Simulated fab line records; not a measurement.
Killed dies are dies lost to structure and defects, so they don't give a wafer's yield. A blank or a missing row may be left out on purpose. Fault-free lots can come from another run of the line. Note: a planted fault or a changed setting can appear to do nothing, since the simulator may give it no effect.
2 desks looking at one fault | flow gf180mcu | each desk holds nothing but its own numbers, with what lay behind them at the end

## AT THE METROLOGY DESK
Lot by lot, what the gauges showed, no matter which tool ran the lot: averages of those sampled wafers that carry a number. The brackets show how far a lot's mean lies from the usual mean; more than 4 standard deviations puts the lot out of limits, marked OUT.
Columns: A = V3_W_RS at GF_V3_RS_MEAS_24, usual 0.329 ohm/sq
lot  | first seen here | A
L450 | day 22 11:02    | 0.323
L451 | day 22 13:04    | 0.329
L453 | day 23 17:22    | 0.322
L456 | day 24 20:20    | 0.333
L458 | day 25 08:32    | 0.332
L457 | day 25 10:05    | 0.324
L460 | day 26 03:20    | 0.333
L461 | day 26 10:41    | 0.328
L463 | day 26 23:01    | 0.327
L465 | day 27 10:37    | 0.328
L466 | day 27 17:37    | 0.329
L469 | day 28 14:46    | 0.333
L470 | day 28 18:46    | 0.328
L472 | day 29 08:46    | 0.321
This desk's verdict: no lot among the 14 shows anything out of limits.

## DESK OF THE TOOL OWNER: wet_bench-04
The tool's own readings at GF_HV_LDD_CLEAN_51 (cleans in SC1/SC2, time 150 s): means of the sampled wafers that have a number, for each lot that ran on this tool. The brackets show how far a lot's mean lies from the usual mean; more than 4 standard deviations puts the lot out of limits, marked OUT.
Columns: A = run_length_s at GF_HV_LDD_CLEAN_51, usual 179 s
lot  | first seen here | A
L456 | day 14 14:56    | 182
L458 | day 15 02:32    | 183
L463 | day 16 21:59    | 175
L469 | day 18 19:38    | 85 (-27) OUT
L472 | day 19 15:53    | 77 (-29) OUT
This desk finds L469, L472 out of limits, L469 being first, at day 18 19:38 (run_length_s at GF_HV_LDD_CLEAN_51). L456, L458, L463: within limits.

## TAKEN TOGETHER
An alarm could have come from the tool owner's desk at day 18 19:38, on L469, L472.
Metrology desk: nothing out of limits seen.
The metrology desk holds a record of L469, L472, inside its limits.
Of the lots named, all ran GF_HV_LDD_CLEAN_51 on wet_bench-04.

## WHAT THE SIMULATOR HAD INSERTED
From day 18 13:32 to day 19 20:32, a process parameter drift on wet_bench-04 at GF_HV_LDD_CLEAN_51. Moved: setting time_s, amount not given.
Lots struck among those shown: L469, L472.
How many hours passed from the start of the fault until each desk's first out-of-limits reading: the tool owner's desk, 6.
